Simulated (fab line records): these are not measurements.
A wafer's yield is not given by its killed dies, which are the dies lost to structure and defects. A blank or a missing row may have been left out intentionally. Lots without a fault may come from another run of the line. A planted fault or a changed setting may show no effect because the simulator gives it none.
Which tool is to blame? || flow gf180mcu || 40 wafers from 14 lots sampled at 5 of the route's 602 steps

== WHAT THE GAUGES READ, wafer by wafer ==
GF_STI_THK_MEAS_02. Usual: STI_OXIDATION_THK 9.99 nm, standard deviation 0.18.
{"lot": "L622", "measured": "day 1 21:38", "on": "film metro-02", "STI_OXIDATION_THK (nm)": "9.80 9.55 9.76", "flag": ""}
{"lot": "L623", "measured": "day 2 03:24", "on": "film metro-02", "STI_OXIDATION_THK (nm)": "9.77 9.80 9.63", "flag": ""}
{"lot": "L624", "measured": "day 2 07:31", "on": "film metro-04", "STI_OXIDATION_THK (nm)": "10.30 10.26 10.27", "flag": ""}
{"lot": "L625", "measured": "day 2 13:52", "on": "film metro-04", "STI_OXIDATION_THK (nm)": "9.87 9.96 9.92", "flag": ""}
{"lot": "L627", "measured": "day 2 22:31", "on": "film metro-02", "STI_OXIDATION_THK (nm)": "9.94 9.89 10.04", "flag": ""}
{"lot": "L628", "measured": "day 3 03:32", "on": "film metro-02", "STI_OXIDATION_THK (nm)": "10.14 10.29 10.22", "flag": ""}
{"lot": "L629", "measured": "day 3 10:42", "on": "film metro-02", "STI_OXIDATION_THK (nm)": "9.82 9.80 10.01", "flag": ""}
{"lot": "L630", "measured": "day 3 16:10", "on": "film metro-01", "STI_OXIDATION_THK (nm)": "9.95 9.89 9.96", "flag": ""}
{"lot": "L631", "measured": "day 3 19:40", "on": "film metro-02", "STI_OXIDATION_THK (nm)": "9.97 10.03 10.01", "flag": ""}
{"lot": "L632", "measured": "day 3 23:31", "on": "film metro-01", "STI_OXIDATION_THK (nm)": "9.94 10.05 10.04", "flag": ""}
{"lot": "L633", "measured": "day 4 05:13", "on": "film metro-01", "STI_OXIDATION_THK (nm)": "10.23 10.15 10.18", "flag": ""}
{"lot": "L636", "measured": "day 4 19:56", "on": "film metro-02", "STI_OXIDATION_THK (nm)": "10.06 9.93 10.13", "flag": ""}
{"lot": "L639", "measured": "day 5 10:46", "on": "film metro-04", "STI_OXIDATION_THK (nm)": "9.98 9.86", "flag": ""}
{"lot": "L642", "measured": "day 6 01:32", "on": "film metro-01", "STI_OXIDATION_THK (nm)": "9.70 9.67", "flag": ""}

GF_MVSD_OVL_MEAS_07. Usual: MVSD_OVL 0.7 nm, standard deviation 1.6.
{"lot": "L622", "measured": "day 4 23:09", "on": "overlay-01", "MVSD_OVL (nm)": "1.6 0.2 0.9", "flag": ""}
{"lot": "L623", "measured": "day 5 03:15", "on": "overlay-01", "MVSD_OVL (nm)": "1.6 2.2 0.6", "flag": ""}
{"lot": "L624", "measured": "day 5 09:42", "on": "overlay-02", "MVSD_OVL (nm)": "0.7 -0.6 2.5", "flag": ""}
{"lot": "L625", "measured": "day 5 19:05", "on": "overlay-01", "MVSD_OVL (nm)": "2.3 1.3 1.6", "flag": ""}
{"lot": "L627", "measured": "day 6 05:54", "on": "overlay-01", "MVSD_OVL (nm)": "0.4 3.4 0.8", "flag": ""}
{"lot": "L628", "measured": "day 6 09:45", "on": "overlay-01", "MVSD_OVL (nm)": "1.5 1.7 1.2", "flag": ""}
{"lot": "L629", "measured": "day 6 20:10", "on": "overlay-02", "MVSD_OVL (nm)": "-2.3 -3.1 -1.8", "flag": ""}
{"lot": "L630", "measured": "day 7 00:11", "on": "overlay-02", "MVSD_OVL (nm)": "-0.5 -0.1 0.2", "flag": ""}
{"lot": "L631", "measured": "day 7 04:18", "on": "overlay-01", "MVSD_OVL (nm)": "3.9 3.0 0.7", "flag": ""}
{"lot": "L632", "measured": "day 7 09:46", "on": "overlay-01", "MVSD_OVL (nm)": "3.4 2.0 3.2", "flag": ""}
{"lot": "L633", "measured": "day 7 15:14", "on": "overlay-01", "MVSD_OVL (nm)": "1.1 0.3 1.1", "flag": ""}
{"lot": "L636", "measured": "day 8 07:29", "on": "overlay-01", "MVSD_OVL (nm)": "1.0 0.6 2.4", "flag": ""}
{"lot": "L639", "measured": "day 9 02:20", "on": "overlay-01", "MVSD_OVL (nm)": "0.8 1.3", "flag": ""}
{"lot": "L642", "measured": "day 9 19:57", "on": "overlay-01", "MVSD_OVL (nm)": "-0.6 -1.9", "flag": ""}

GF_VT_IMPLANT_RS_MEAS_48: measurement is done with a four-point probe. Usual: LVPWELL_RS 1195.6 ohm/sq, standard deviation 2.8.
{"lot": "L622", "measured": "day 8 06:37", "on": "film metro-01", "LVPWELL_RS (ohm/sq)": "1197.8 1199.3 1194.7", "flag": ""}
{"lot": "L623", "measured": "day 8 12:07", "on": "film metro-03", "LVPWELL_RS (ohm/sq)": "1192.5 1192.9 1192.1", "flag": ""}
{"lot": "L624", "measured": "day 8 18:01", "on": "film metro-01", "LVPWELL_RS (ohm/sq)": "1192.1 1194.8 1194.8", "flag": ""}
{"lot": "L625", "measured": "day 9 05:41", "on": "film metro-03", "LVPWELL_RS (ohm/sq)": "1201.0 1197.0 1197.6", "flag": ""}
{"lot": "L627", "measured": "day 9 18:37", "on": "film metro-03", "LVPWELL_RS (ohm/sq)": "1195.9 1194.2 1193.1", "flag": ""}
{"lot": "L628", "measured": "day 9 21:32", "on": "film metro-03", "LVPWELL_RS (ohm/sq)": "1200.0 1199.9 1204.0", "flag": ""}
{"lot": "L629", "measured": "day 10 11:57", "on": "film metro-03", "LVPWELL_RS (ohm/sq)": "1197.7 1194.8 1196.6", "flag": ""}
{"lot": "L630", "measured": "day 10 15:23", "on": "film metro-03", "LVPWELL_RS (ohm/sq)": "1194.1 1194.7 1196.8", "flag": ""}
{"lot": "L631", "measured": "day 10 20:55", "on": "film metro-03", "LVPWELL_RS (ohm/sq)": "1195.4 1195.7 1195.0", "flag": ""}
{"lot": "L632", "measured": "day 11 00:58", "on": "film metro-04", "LVPWELL_RS (ohm/sq)": "1195.1 1195.3 1193.9", "flag": ""}
{"lot": "L633", "measured": "day 11 08:28", "on": "film metro-01", "LVPWELL_RS (ohm/sq)": "1190.9 1193.8 1192.9", "flag": ""}
{"lot": "L636", "measured": "day 12 06:35", "on": "film metro-01", "LVPWELL_RS (ohm/sq)": "1194.9 1191.2 1195.0", "flag": ""}
{"lot": "L639", "measured": "day 13 01:16", "on": "film metro-01", "LVPWELL_RS (ohm/sq)": "1197.9 1245.6", "flag": "OFF"}
{"lot": "L642", "measured": "day 13 18:50", "on": "film metro-04", "LVPWELL_RS (ohm/sq)": "1240.2 1192.3", "flag": "OFF"}

GF_SAB_OVL_MEAS_10. Usual: SAB_OVL 1.4 nm, standard deviation 1.2.
{"lot": "L622", "measured": "day 16 03:10", "on": "overlay-02", "SAB_OVL (nm)": "1.0 1.0 0.9", "flag": ""}
{"lot": "L623", "measured": "day 16 12:04", "on": "overlay-02", "SAB_OVL (nm)": "0.1 1.3 0.1", "flag": ""}
{"lot": "L624", "measured": "day 16 18:37", "on": "overlay-01", "SAB_OVL (nm)": "1.5 1.9 2.3", "flag": ""}
{"lot": "L625", "measured": "day 17 08:45", "on": "overlay-01", "SAB_OVL (nm)": "-1.2 -1.8 -0.5", "flag": ""}
{"lot": "L627", "measured": "day 18 06:10", "on": "overlay-02", "SAB_OVL (nm)": "-0.9 2.5 2.3", "flag": ""}
{"lot": "L628", "measured": "day 18 07:17", "on": "overlay-01", "SAB_OVL (nm)": "2.4 1.8 1.2", "flag": ""}
{"lot": "L629", "measured": "day 18 23:52", "on": "overlay-02", "SAB_OVL (nm)": "2.9 3.1 4.3", "flag": ""}
{"lot": "L630", "measured": "day 19 08:58", "on": "overlay-02", "SAB_OVL (nm)": "1.1 -0.4 1.7", "flag": ""}
{"lot": "L631", "measured": "day 19 12:44", "on": "overlay-01", "SAB_OVL (nm)": "3.4 2.8 2.6", "flag": ""}
{"lot": "L632", "measured": "day 19 16:34", "on": "overlay-01", "SAB_OVL (nm)": "1.2 -0.7 0.0", "flag": ""}
{"lot": "L633", "measured": "day 20 01:31", "on": "overlay-01", "SAB_OVL (nm)": "2.2 1.7 1.4", "flag": ""}
{"lot": "L636", "measured": "day 21 04:42", "on": "overlay-02", "SAB_OVL (nm)": "0.8 0.9 -0.1", "flag": ""}
{"lot": "L639", "measured": "day 22 02:43", "on": "overlay-01", "SAB_OVL (nm)": "-0.2 0.0", "flag": ""}
{"lot": "L642", "measured": "day 23 04:13", "on": "overlay-01", "SAB_OVL (nm)": "1.3 2.6", "flag": ""}

== WHICH TOOL RAN EACH LOT (tool, then ch and the chambers of the sampled wafers, then the start) ==
{"lot": "L622", "GF_LVPWELL_IMPLANT_08": "implanter-03 ch 0, day 4 08:53"}
{"lot": "L623", "GF_LVPWELL_IMPLANT_08": "implanter-03 ch 0, day 4 13:15"}
{"lot": "L624", "GF_LVPWELL_IMPLANT_08": "implanter-04 ch 0, day 4 19:24"}
{"lot": "L625", "GF_LVPWELL_IMPLANT_08": "implanter-03 ch 0, day 5 04:38"}
{"lot": "L627", "GF_LVPWELL_IMPLANT_08": "implanter-04 ch 0, day 5 14:17"}
{"lot": "L628", "GF_LVPWELL_IMPLANT_08": "implanter-04 ch 0, day 5 18:23"}
{"lot": "L629", "GF_LVPWELL_IMPLANT_08": "implanter-04 ch 0, day 6 04:12"}
{"lot": "L630", "GF_LVPWELL_IMPLANT_08": "implanter-02 ch 0, day 6 08:27"}
{"lot": "L631", "GF_LVPWELL_IMPLANT_08": "implanter-02 ch 0, day 6 12:12"}
{"lot": "L632", "GF_LVPWELL_IMPLANT_08": "implanter-04 ch 0, day 6 18:00"}
{"lot": "L633", "GF_LVPWELL_IMPLANT_08": "implanter-04 ch 0, day 6 22:44"}
{"lot": "L636", "GF_LVPWELL_IMPLANT_08": "implanter-03 ch 0, day 7 14:48"}
{"lot": "L639", "GF_LVPWELL_IMPLANT_08": "implanter-04 ch 0, day 8 08:29"}
{"lot": "L642", "GF_LVPWELL_IMPLANT_08": "implanter-04 ch 0, day 9 02:09"}
- GF_LVPWELL_IMPLANT_08

== WHAT THE TOOLS THEMSELVES READ (means of the sampled wafers that have a number; where no wafer has one, the mark that the record gives instead) ==
GF_LVPWELL_IMPLANT_08. Usual: beam on s reads 9.99 s (standard deviation 0.21).
{"lot": "L622", "tool": "implanter-03", "beam on s (s)": 9.83, "flag": ""}
{"lot": "L623", "tool": "implanter-03", "beam on s (s)": 10.23, "flag": ""}
{"lot": "L624", "tool": "implanter-04", "beam on s (s)": 10.12, "flag": ""}
{"lot": "L625", "tool": "implanter-03", "beam on s (s)": 9.93, "flag": ""}
{"lot": "L627", "tool": "implanter-04", "beam on s (s)": 9.89, "flag": ""}
{"lot": "L628", "tool": "implanter-04", "beam on s (s)": 9.83, "flag": ""}
{"lot": "L629", "tool": "implanter-04", "beam on s (s)": 9.94, "flag": ""}
{"lot": "L630", "tool": "implanter-02", "beam on s (s)": 9.97, "flag": ""}
{"lot": "L631", "tool": "implanter-02", "beam on s (s)": 9.91, "flag": ""}
{"lot": "L632", "tool": "implanter-04", "beam on s (s)": 10.17, "flag": ""}
{"lot": "L633", "tool": "implanter-04", "beam on s (s)": 9.89, "flag": ""}
{"lot": "L636", "tool": "implanter-03", "beam on s (s)": 10.06, "flag": ""}
{"lot": "L639", "tool": "implanter-04", "beam on s (s)": 10.12, "flag": ""}
{"lot": "L642", "tool": "implanter-04", "beam on s (s)": 10.00, "flag": ""}

== THE ANSWER, worked out from the rows above alone ==
Rule: lot off if the mean of its wafers having a number is beyond 3 standard deviations from the usual mean. Also off: a lot with no number at a reading for which 4 or more lots have one. Where the step has rows for the other lots, those lots are counted as sound. After the gauges, taken in route order, come the tools' own readings; for these a lot's mean is taken, as printed above. At the first step where some lot is off, the reading lying furthest off is the one used; lots without a number count as furthest.
Off: L639, L642, seen at GF_VT_IMPLANT_RS_MEAS_48 (LVPWELL_RS).
A tool fits if, at a process step before that reading, it ran every lot that is off, and no sound lot after the first of them. Those tools and the gauges at GF_VT_IMPLANT_RS_MEAS_48 are tried in the same way. One fits: implanter-04 at GF_LVPWELL_IMPLANT_08. A fault onset in the window from L633 (day 6 22:44, its last sound lot) to L639 (day 8 08:29, its first lot off) fits.

== WHAT HAD BEEN PUT IN BY THE SIMULATOR ==
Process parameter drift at GF_LVPWELL_IMPLANT_08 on implanter-04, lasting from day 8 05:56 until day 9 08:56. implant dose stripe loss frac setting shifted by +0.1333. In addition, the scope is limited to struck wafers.
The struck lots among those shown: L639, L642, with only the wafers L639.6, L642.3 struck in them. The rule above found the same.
